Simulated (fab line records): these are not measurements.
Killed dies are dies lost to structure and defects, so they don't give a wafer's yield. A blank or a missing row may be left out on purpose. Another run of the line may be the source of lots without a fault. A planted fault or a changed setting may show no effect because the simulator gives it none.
Which tool did it? -- flow gf180mcu -- 12 lots (36 wafers sampled), 1 step of a 602-step route

WHAT EACH GAUGE READ, for each wafer
GF_STI_THK_MEAS_02. Usual: STI_OXIDATION_THK typically reads 9.83 nm, with standard deviation 0.19.
lot,measured,on,STI_OXIDATION_THK (nm),flag
L303,day 1 16:02,film_metro-03,9.95 10.05 9.86,
L304,day 1 18:40,film_metro-03,9.71 9.65 9.59,
L307,day 2 07:31,film_metro-04,9.92 9.80 9.95,
L308,day 2 12:54,film_metro-04,9.94 10.10 10.03,
L309,day 2 17:31,film_metro-04,9.83 9.91 9.81,
L318,day 4 14:36,film_metro-03,9.59 9.50 9.55,
L320,day 5 01:30,film_metro-01,10.10 10.22 10.12,
L321,day 5 06:17,film_metro-04,10.03 9.82 10.13,
L323,day 5 21:16,film_metro-04,9.87 9.67 9.80,
L324,day 5 21:16,film_metro-01,9.62 9.64 9.79,
L325,day 6 05:15,film_metro-01,9.45 9.46 9.37,
L326,day 6 10:43,film_metro-01,10.11 10.17 10.08,

EACH LOT AND THE TOOL THAT RAN IT (in order: tool; ch and the chambers of the sampled wafers; start)
There is no process step in the record ahead of these readings.

AS READ BY THE TOOLS THEMSELVES (means over the sampled wafers that have a number; for cases with no such wafer, the mark the record gives instead)
The record holds no such reading with a usual standard deviation.

THE ANSWER, worked out from the rows above alone
Rule: a lot counts as off when the mean over its wafers that have a number is more than 3 standard deviations away from the usual mean. Also off: a lot with no number at a reading for which 4 or more lots have one. Any other lot the step has rows for is counted as sound. First the gauges in route order, then the tools' own readings, where a lot's mean is used as printed above. The first step at which some lot is off is used, and at that step the reading that is off furthest; a lot without a number counts as furthest.
Across all readings shown, no lot is off: no conclusion can be drawn from this.

WHAT THE SIMULATOR HAD PUT IN
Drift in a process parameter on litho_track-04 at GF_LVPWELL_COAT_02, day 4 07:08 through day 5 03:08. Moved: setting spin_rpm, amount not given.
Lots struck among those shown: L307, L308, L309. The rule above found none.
